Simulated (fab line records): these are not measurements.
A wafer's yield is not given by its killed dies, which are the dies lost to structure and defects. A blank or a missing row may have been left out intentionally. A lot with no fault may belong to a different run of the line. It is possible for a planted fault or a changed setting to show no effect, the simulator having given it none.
Which of the tools did it?    flow sky130    72 wafers from 24 lots sampled at 6 of the route's 708 steps

## WHAT EACH GAUGE READ, for each wafer
The record holds no reading of a measuring or inspecting step that can be judged against a usual standard deviation.

## WHAT TOOL EACH LOT RAN ON (gives the tool, then ch and the chambers of the sampled wafers, and finally the start)
lot   SKY_LI_CONTACT_CVD_21         SKY_LOCAL_INTERCONNECT_ETCH_13    SKY_CONTACT_ETCH_18                           SKY_CONTACT_CVD_24            SKY_METAL2_SPUTTER_03        SKY_METAL4_SPUTTER_00
L074  cvdW-02 ch 0,1, day 29 10:08  rieMetal-01 ch 0,1, day 30 14:25  rieDiel-03 ch 1,2,3, day 31 19:52 or earlier  cvdW-02 ch 0,1, day 31 19:52  pvdSputter-04, day 34 04:18  pvdSputter-03, day 39 19:47
L075  cvdW-01 ch 0,1, day 29 13:22  rieMetal-04 ch 0,1, day 30 18:11  rieDiel-01 ch 0,1,3, day 32 00:12 or earlier  cvdW-02 ch 0,1, day 32 00:12  pvdSputter-01, day 34 09:04  pvdSputter-03, day 39 20:59
L076  cvdW-02 ch 0,1, day 29 17:35  rieMetal-01 ch 0,1, day 30 21:38  rieDiel-01 ch 0,1,2, day 32 03:03 or earlier  cvdW-01 ch 0,1, day 32 03:03  pvdSputter-02, day 34 12:21  pvdSputter-03, day 40 01:41
L078  cvdW-01 ch 1, day 29 19:22    rieMetal-02 ch 0, day 30 23:32    rieDiel-02 ch 1,2,3, day 32 05:33 or earlier  cvdW-02 ch 0,1, day 32 05:33  pvdSputter-01, day 34 13:58  pvdSputter-03, day 40 03:44
L077  cvdW-02 ch 0, day 30 08:14    rieMetal-01 ch 0,1, day 31 12:50  rieDiel-02 ch 2,3, day 32 18:01 or earlier    cvdW-02 ch 1, day 32 18:01    pvdSputter-02, day 35 01:52  pvdSputter-04, day 40 14:17
L079  cvdW-01 ch 0,1, day 30 12:10  rieMetal-02 ch 0,1, day 31 16:28  rieDiel-03 ch 1,2,3, day 32 21:49 or earlier  cvdW-01 ch 0,1, day 32 21:49  pvdSputter-01, day 35 06:25  pvdSputter-03, day 40 18:50
L080  cvdW-02 ch 0,1, day 30 21:11  rieMetal-04 ch 0,1, day 32 01:29  rieDiel-01 ch 0,1,2, day 33 06:34 or earlier  cvdW-02 ch 1, day 33 06:34    pvdSputter-02, day 35 14:58  pvdSputter-01, day 41 02:20
L081  cvdW-02 ch 0,1, day 31 17:54  rieMetal-02 ch 0,1, day 32 22:00  rieDiel-01 ch 0,2, day 34 03:01 or earlier    cvdW-02 ch 0,1, day 34 03:01  pvdSputter-02, day 36 10:43  pvdSputter-03, day 41 22:05
L082  cvdW-01 ch 0,1, day 31 18:46  rieMetal-04 ch 0,1, day 32 22:41  rieDiel-03 ch 0,1,2, day 34 03:25 or earlier  cvdW-01 ch 0,1, day 34 03:25  pvdSputter-04, day 36 11:20  pvdSputter-04, day 41 22:39
L083  cvdW-02 ch 0,1, day 31 22:22  rieMetal-01 ch 0,1, day 33 01:58  rieDiel-03 ch 0,2,3, day 34 07:31 or earlier  cvdW-02 ch 0,1, day 34 07:31  pvdSputter-01, day 36 14:37  pvdSputter-04, day 41 23:49
L084  cvdW-01 ch 0,1, day 32 05:49  rieMetal-02 ch 0,1, day 33 09:43  rieDiel-01 ch 0,2,3, day 34 14:00 or earlier  cvdW-02 ch 0,1, day 34 14:00  pvdSputter-02, day 36 21:50  pvdSputter-04, day 42 08:48
L085  cvdW-01 ch 1, day 32 13:44    rieMetal-02 ch 1, day 33 16:44    rieDiel-03 ch 0,1,2, day 34 21:21 or earlier  cvdW-01 ch 0,1, day 34 21:21  pvdSputter-01, day 37 05:32  pvdSputter-01, day 42 13:21
L086  cvdW-02 ch 0,1, day 32 20:06  rieMetal-02 ch 1, day 33 23:16    rieDiel-02 ch 0,1, day 35 03:40 or earlier    cvdW-01 ch 0,1, day 35 03:40  pvdSputter-01, day 37 10:19  pvdSputter-01, day 42 20:02
L087  cvdW-02 ch 0,1, day 33 06:04  rieMetal-04 ch 0,1, day 34 09:13  rieDiel-01 ch 0,1,2, day 35 14:24 or earlier  cvdW-01 ch 0,1, day 35 14:24  pvdSputter-02, day 37 21:58  pvdSputter-04, day 43 06:43
L088  cvdW-01 ch 0, day 33 17:53    rieMetal-02 ch 1, day 34 21:12    rieDiel-03 ch 1,3, day 36 01:13 or earlier    cvdW-01 ch 0,1, day 36 01:13  pvdSputter-01, day 38 08:34  pvdSputter-03, day 43 15:26
L089  cvdW-02 ch 0,1, day 33 23:50  rieMetal-01 ch 0, day 35 02:41    rieDiel-02 ch 1,2,3, day 36 06:04 or earlier  cvdW-01 ch 0,1, day 36 06:04  pvdSputter-01, day 38 13:11  pvdSputter-01, day 43 19:10
L090  cvdW-02 ch 0,1, day 34 08:34  rieMetal-01 ch 0,1, day 35 11:12  rieDiel-03 ch 0,3, day 36 15:44 or earlier    cvdW-01 ch 0,1, day 36 15:44  pvdSputter-02, day 38 22:59  pvdSputter-04, day 44 14:52
L091  cvdW-01 ch 0,1, day 34 18:53  rieMetal-04 ch 0,1, day 35 21:40  rieDiel-02 ch 0,1,2, day 37 01:55 or earlier  cvdW-01 ch 1, day 37 01:55    pvdSputter-02, day 39 09:53  pvdSputter-01, day 44 15:38
L092  cvdW-01 ch 0,1, day 34 20:13  rieMetal-02 ch 0,1, day 35 22:56  rieDiel-02 ch 0,1,2, day 37 02:55 or earlier  cvdW-01 ch 0,1, day 37 02:55  pvdSputter-02, day 39 10:11  pvdSputter-04, day 44 15:59
L093  cvdW-01 ch 0,1, day 35 05:49  rieMetal-01 ch 0, day 36 08:47    rieDiel-02 ch 1,2, day 37 11:52 or earlier    cvdW-02 ch 0,1, day 37 11:52  pvdSputter-01, day 39 17:57  pvdSputter-01, day 44 20:56
L094  cvdW-01 ch 0,1, day 35 08:58  rieMetal-02 ch 0,1, day 36 11:29  rieDiel-02 ch 1,2, day 37 15:20 or earlier    cvdW-01 ch 1, day 37 15:20    pvdSputter-01, day 39 20:56  pvdSputter-03, day 44 23:49
L095  cvdW-02 ch 0,1, day 35 19:35  rieMetal-04 ch 0,1, day 36 22:29  rieDiel-02 ch 0,1, day 38 02:19 or earlier    cvdW-01 ch 0,1, day 38 02:19  pvdSputter-02, day 40 06:53  pvdSputter-04, day 45 10:57
L096  cvdW-02 ch 0,1, day 36 02:29  rieMetal-02 ch 0,1, day 37 05:29  rieDiel-02 ch 0,3, day 38 09:28 or earlier    cvdW-02 ch 1, day 38 09:28    pvdSputter-02, day 40 13:31  pvdSputter-01, day 45 16:02
L097  cvdW-01 ch 0,1, day 36 18:56  rieMetal-04 ch 0,1, day 37 21:24  rieDiel-01 ch 2,3, day 39 00:37 or earlier    cvdW-02 ch 0,1, day 39 00:37  pvdSputter-01, day 41 04:55  pvdSputter-01, day 46 05:47
- SKY_LI_CONTACT_CVD_21: deposits W, target thk 400 nm, time 120.56 s.
- SKY_LOCAL_INTERCONNECT_ETCH_13: etches BARC in N2/H2, stops on SiO2, time 45.9 s, target depth 60 nm.
- SKY_CONTACT_ETCH_18: etches Si3N4 in CHF3/O2, stops on TiN, time 39 s, target depth 75 nm.
- SKY_CONTACT_CVD_24: deposits W, target thk 340 nm, time 102.12 s.
- SKY_METAL2_SPUTTER_03: material Ti, target thk 5 nm, time 3.3 s.
- SKY_METAL4_SPUTTER_00: material Ti, target thk 15 nm, time 10 s.

## WHAT THE TOOLS THEMSELVES READ (means of the sampled wafers that have a number; where no wafer has one, the mark that the record gives instead)
SKY_LI_CONTACT_CVD_21. Usual: heaterPowerW at 875 W, with a standard deviation of 120.
lot   tool     heaterPowerW (W)  flag
L074  cvdW-02  764               
L075  cvdW-01  921               
L076  cvdW-02  769               
L078  cvdW-01  1024              
L077  cvdW-02  694               
L079  cvdW-01  986               
L080  cvdW-02  830               
L081  cvdW-02  833               
L082  cvdW-01  943               
L083  cvdW-02  764               
L084  cvdW-01  985               
L085  cvdW-01  1034              
L086  cvdW-02  769               
L087  cvdW-02  816               
L088  cvdW-01  870               
L089  cvdW-02  827               
L090  cvdW-02  836               
L091  cvdW-01  987               
L092  cvdW-01  989               
L093  cvdW-01  1002              
L094  cvdW-01  933               
L095  cvdW-02  834               
L096  cvdW-02  766               
L097  cvdW-01  988               

SKY_LOCAL_INTERCONNECT_ETCH_13. Usual: chamberPressureMTorr 30.000 mTorr, standard deviation 0.025; drypumpMotorCurrentA 6.0 A, standard deviation 0.37; oesProductAu 0.855 a.u., standard deviation 0.0045; throttleValvePct 13.225 %, standard deviation 0.0096.
lot   tool         chamberPressureMTorr (mTorr)  drypumpMotorCurrentA (A)  oesProductAu (a.u.)  throttleValvePct (%)  flag
L074  rieMetal-01  30.009                        5.7                       0.857                13.227                
L075  rieMetal-04  30.018                        6.2                       0.858                13.218                
L076  rieMetal-01  30.019                        5.9                       0.857                13.224                
L078  rieMetal-02  30.006                        5.7                       0.852                13.233                
L077  rieMetal-01  30.012                        5.7                       0.847                13.230                
L079  rieMetal-02  29.970                        5.9                       0.852                13.223                
L080  rieMetal-04  30.001                        6.2                       0.853                13.222                
L081  rieMetal-02  30.001                        5.9                       0.850                13.226                
L082  rieMetal-04  29.999                        6.5                       0.856                13.221                
L083  rieMetal-01  29.984                        5.7                       0.854                13.224                
L084  rieMetal-02  29.995                        5.8                       0.850                13.211                
L085  rieMetal-02  30.011                        6.0                       0.859                13.229                
L086  rieMetal-02  30.008                        6.0                       0.854                13.212                
L087  rieMetal-04  30.010                        6.2                       0.853                13.231                
L088  rieMetal-02  30.008                        6.0                       0.856                13.224                
L089  rieMetal-01  30.004                        5.5                       0.853                13.219                
L090  rieMetal-01  30.003                        5.9                       0.852                13.223                
L091  rieMetal-04  30.007                        6.5                       0.852                13.218                
L092  rieMetal-02  30.006                        5.8                       0.857                13.220                
L093  rieMetal-01  30.023                        5.5                       0.852                13.219                
L094  rieMetal-02  29.987                        5.9                       0.856                13.226                
L095  rieMetal-04  29.987                        6.5                       0.851                13.216                
L096  rieMetal-02  29.990                        5.8                       0.853                13.238                
L097  rieMetal-04  30.018                        6.5                       0.856                13.229                

SKY_CONTACT_ETCH_18. Usual: chamberPressureMTorr 40.00 mTorr, standard deviation 0.034; drypumpMotorCurrentA 5.7 A, standard deviation 0.31; oesProductAu 0.853 a.u., standard deviation 0.0081; throttleValvePct 8.791 %, standard deviation 0.01.
lot   tool        chamberPressureMTorr (mTorr)  drypumpMotorCurrentA (A)  oesProductAu (a.u.)  throttleValvePct (%)  flag
L074  rieDiel-03  40.00                         5.7                       0.858                8.798                 
L075  rieDiel-01  40.03                         5.9                       0.855                8.794                 
L076  rieDiel-01  40.00                         6.0                       0.837                8.780                 
L078  rieDiel-02  39.99                         5.5                       0.846                8.787                 
L077  rieDiel-02  39.99                         5.4                       0.845                8.791                 
L079  rieDiel-03  39.98                         5.7                       0.844                8.790                 
L080  rieDiel-01  39.98                         6.0                       0.855                8.789                 
L081  rieDiel-01  39.98                         6.2                       0.859                8.801                 
L082  rieDiel-03  40.02                         5.7                       0.861                8.798                 
L083  rieDiel-03  40.01                         5.6                       0.844                8.798                 
L084  rieDiel-01  40.00                         6.1                       0.853                8.783                 
L085  rieDiel-03  39.99                         5.7                       0.853                8.791                 
L086  rieDiel-02  40.00                         5.8                       0.853                8.791                 
L087  rieDiel-01  39.97                         6.0                       0.847                8.797                 
L088  rieDiel-03  40.00                         5.7                       0.850                8.790                 
L089  rieDiel-02  39.99                         5.5                       0.846                8.790                 
L090  rieDiel-03  40.00                         5.7                       0.868                8.794                 
L091  rieDiel-02  39.96                         5.7                       0.855                8.789                 
L092  rieDiel-02  40.00                         5.7                       0.849                8.793                 
L093  rieDiel-02  39.99                         5.6                       0.857                8.791                 
L094  rieDiel-02  40.00                         5.6                       0.847                8.787                 
L095  rieDiel-02  40.01                         5.8                       0.858                8.801                 
L096  rieDiel-02  40.00                         5.4                       0.857                8.799                 
L097  rieDiel-01  40.02                         6.1                       0.848                8.786                 

SKY_CONTACT_CVD_24. Usual: heaterPowerW at 886 W, with a standard deviation of 120.
lot   tool     heaterPowerW (W)  flag
L074  cvdW-02  837               
L075  cvdW-02  824               
L076  cvdW-01  981               
L078  cvdW-02  825               
L077  cvdW-02  897               
L079  cvdW-01  992               
L080  cvdW-02  888               
L081  cvdW-02  768               
L082  cvdW-01  923               
L083  cvdW-02  853               
L084  cvdW-02  763               
L085  cvdW-01  933               
L086  cvdW-01  932               
L087  cvdW-01  986               
L088  cvdW-01  979               
L089  cvdW-01  925               
L090  cvdW-01  946               
L091  cvdW-01  1052              
L092  cvdW-01  933               
L093  cvdW-02  840               
L094  cvdW-01  1050              
L095  cvdW-01  991               
L096  cvdW-02  896               
L097  cvdW-02  839               

SKY_METAL2_SPUTTER_03. Usual: cathodeDcPowerW 3000.0 W, standard deviation 0.56; throttleValvePct 30.5 %, standard deviation 1.5.
lot   tool           cathodeDcPowerW (W)  throttleValvePct (%)  flag
L074  pvdSputter-04  2999.8               30.3                  
L075  pvdSputter-01  3000.1               31.5                  
L076  pvdSputter-02  2999.8               29.0                  
L078  pvdSputter-01  2999.7               31.6                  
L077  pvdSputter-02  2999.7               30.4                  
L079  pvdSputter-01  3000.2               30.7                  
L080  pvdSputter-02  3000.0               31.3                  
L081  pvdSputter-02  3000.0               29.1                  
L082  pvdSputter-04  3000.1               29.6                  
L083  pvdSputter-01  2999.9               30.6                  
L084  pvdSputter-02  3000.0               28.8                  
L085  pvdSputter-01  3000.7               30.5                  
L086  pvdSputter-01  3000.1               30.6                  
L087  pvdSputter-02  3000.2               28.9                  
L088  pvdSputter-01  3000.0               31.4                  
L089  pvdSputter-01  2999.8               30.7                  
L090  pvdSputter-02  2999.7               30.0                  
L091  pvdSputter-02  3000.2               31.6                  
L092  pvdSputter-02  3000.2               29.3                  
L093  pvdSputter-01  3000.0               31.7                  
L094  pvdSputter-01  2999.6               31.7                  
L095  pvdSputter-02  2999.9               30.2                  
L096  pvdSputter-02  3000.2               30.4                  
L097  pvdSputter-01  2999.6               31.5                  

SKY_METAL4_SPUTTER_00. Usual: cathodeDcPowerW 3000.0 W, standard deviation 0.59; throttleValvePct 30.4 %, standard deviation 1.2.
lot   tool           cathodeDcPowerW (W)  throttleValvePct (%)  flag
L074  pvdSputter-03  2999.9               31.4                  
L075  pvdSputter-03  3000.4               30.8                  
L076  pvdSputter-03  2999.9               30.0                  
L078  pvdSputter-03  3000.6               30.6                  
L077  pvdSputter-04  2999.9               29.3                  
L079  pvdSputter-03  2999.9               29.9                  
L080  pvdSputter-01  2999.9               30.4                  
L081  pvdSputter-03  2999.6               30.0                  
L082  pvdSputter-04  3000.1               29.9                  
L083  pvdSputter-04  3000.1               30.3                  
L084  pvdSputter-04  2999.8               30.8                  
L085  pvdSputter-01  2999.7               31.6                  
L086  pvdSputter-01  3000.0               32.5                  
L087  pvdSputter-04  3000.0               29.8                  
L088  pvdSputter-03  3000.2               29.8                  
L089  pvdSputter-01  2999.4               31.5                  
L090  pvdSputter-04  2999.3               30.2                  
L091  pvdSputter-01  3000.0               32.4                  
L092  pvdSputter-04  2999.9               29.9                  
L093  pvdSputter-01  2999.8               32.6                  
L094  pvdSputter-03  2999.2               30.3                  
L095  pvdSputter-04  2999.8               29.8                  
L096  pvdSputter-01  3000.6               30.6                  
L097  pvdSputter-01  2999.8               31.7                  

## THE ANSWER, worked out from the rows above alone
Rule: lot off if the mean of its wafers having a number is beyond 3 standard deviations from the usual mean. Also off: a lot with no number at a reading for which 4 or more lots have one. The other lots that the step has rows for count as sound. Order of review: gauges by route order, followed by the tools' own readings, for which a lot's mean as printed above is used. At the first step where some lot is off, the reading lying furthest off is the one used; lots without a number count as furthest.
No lot is off at any reading shown: from this, nothing can be told.

## WHAT WAS PUT IN BY THE SIMULATOR
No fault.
